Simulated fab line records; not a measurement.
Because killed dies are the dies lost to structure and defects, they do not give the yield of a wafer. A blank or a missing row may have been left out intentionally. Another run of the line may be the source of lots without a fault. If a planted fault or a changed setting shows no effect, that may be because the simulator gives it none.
Comparing a struck lot with a sound one	flow sky130	16 out of 708 route steps
Sound: wafers L407.1, L407.2, L407.6. Wafers L415.2, L415.4, L415.5 were the ones struck. The cause comes at the end.
Order at every step that has rows: each side's tool, ch and its chambers, its first start. Under that, the readings that differ: sound wafers	struck wafers	difference of the means	sigmas: that difference in standard deviations of wafers without a fault.
alike: readings with means less than 2 such deviations apart, plus words and numbers identical on both sides. not compared: withheld readings, readings lacking a value on some wafer, bounds such as >300 that could conceal the same value, and numbers that have no deviation in the record and whose values overlap.
Wherever a step has rows on one side only, a row that says differs or no value, or a row with sigmas, the two part there. Non-overlapping numbers with no deviation appear without sigmas and do not part them. Lack of a reading on every wafer of one side parts them only where that side has two or more wafers.

first, 7 steps without rows for these wafers: SKY_METAL3_HMDS_06 (prime time 60 s); SKY_METAL3_COAT_07 (resist thk 60 nm); SKY_METAL3_COAT_08 (resist thk 1140 nm); SKY_METAL3_SOFTBAKE_09 (time 90 s); SKY_METAL3_EXPOSE_10 (exposes mask MM3, target cd 300 nm); SKY_METAL3_PEB_11; SKY_METAL3_DEVELOP_12 (develop time 60 s).
SKY_METAL3_CD_MEAS_13: target cd 300 nm.
  sound: cd_sem-01 at day 39 23:57; struck: cd_sem-02 at day 42 12:43
  alike: cd_nm
SKY_METAL3_OVL_MEAS_14:
  sound: overlay-02 at day 40 00:04; struck: overlay-01 at day 42 12:50
  alike: METAL3_OVL
SKY_METAL3_DESCUM_15: chemistry O2, time 8 s.
  sound on rie_metal-02 ch 0,1, day 40 00:07; struck on rie_metal-04 ch 0,1, day 42 12:52
  alike: drypump_motor_current_A, oes_product_au
  not compared: rf_hours_counter_h
SKY_METAL3_ETCH_16: etches BARC in N2/H2, stops on SiO2, time 88.2 s, target depth 60 nm.
  sound on rie_metal-02 ch 0,1, day 40 00:08; struck on rie_metal-04 ch 0,1, day 42 12:53
  alike: drypump_motor_current_A, oes_product_au, run_length_s, throttle_valve_pct
  not compared: rf_hours_counter_h
SKY_METAL3_ETCH_17: etches SiO2 in C4F8/O2/Ar, stops on TiN, time 3.9 s, target depth 15 nm.
  sound on rie_diel-04 ch 2,3, day 40 00:14; struck on rie_diel-01 ch 0,3, day 42 12:59
  alike: oes_product_au
  not compared: rf_hours_counter_h
SKY_METAL3_METAL_ETCH_18: etches the open film in Cl2/BCl3, stops on SiO2, target depth 845 nm, time 183.1 s.
  sound on rie_metal-04 ch 1, day 40 00:16; struck on rie_metal-01 ch 0,1, day 42 13:01
reading	sound	struck	difference	sigmas
oes_product_au (a.u.)	0.859 0.862 0.860	1.007 1.017 0.998	+0.147	+20
run_length_s (s)	210.8 210.6 210.9	187.1 186.8 187.5	-23.6	-72
model.KrF-thick_of_METAL3_COAT_08.thk_nm (nm)	531.4 526.2 524.5	590.2 585.1 591.3	+61.5	
model.METAL3.cd_nm (nm)	299.6 300.6 297.1	302.9 304.3 300.9	+3.6	
model.SiO2_of_VIA2_HDPCVD_00.thk_nm (nm)	464.2 466.5 466.4	469.3 467 467.8	+2.3	
  alike: drypump_motor_current_A, throttle_valve_pct
  not compared: rf_hours_counter_h
SKY_METAL3_STRIP_19: strips in O2/N2.
  sound on plasma_asher-02 ch 0,1, day 40 00:37; struck on plasma_asher-03 ch 0,1, day 42 13:11
reading	sound	struck	difference	sigmas
oes_product_au (a.u.)	0.496 0.501 0.496	0.526 0.530 0.533	+0.032	+6
strip_time_to_endpoint_s (s)	6.58 6.52 6.51	7.16 7.11 7.16	+0.61	+8
  alike: drypump_motor_current_A
  not compared: rf_hours_counter_h
then, 1 step without rows for these wafers: SKY_METAL3_STRIP_20 (strips in post etch residue remover, time 1200 s).
-- the record jumps here: 6 days lie between the struck wafers' starts before and after (it left off in module METAL3 and takes up again in module PAD_OPEN, whose first step shown is number 708 of the route) --
SKY_PAD_OPEN_PROBE_99:
  sound: prober-01 at day 47 00:11; struck: prober-01 at day 49 00:31
reading	sound	struck	difference	sigmas
model.etest.met3.width_nm (nm)	298.4 299.9 294.5	301.7 303.8 300.9	+4.5	
  alike: defect_limited_yield, killed_at_M0_to_M3, killed_at_M4_up, killed_at_contacts, killed_at_front_end, killed_at_other, killed_dies, killed_open, killed_short, sort_bin_3_pad_short, sort_bin_5_function, sort_bin_6_memory, sort_n_pass, sort_yield_pct

## WHERE THEY PART
Earliest at SKY_METAL3_METAL_ETCH_18; latest, in this record, at SKY_METAL3_STRIP_19. Later steps at which nothing parts them and some readings are alike: SKY_PAD_OPEN_PROBE_99.

WHY: the cause the simulator had injected
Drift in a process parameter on rie_metal-01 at SKY_METAL3_METAL_ETCH_18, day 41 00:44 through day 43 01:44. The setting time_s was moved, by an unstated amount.
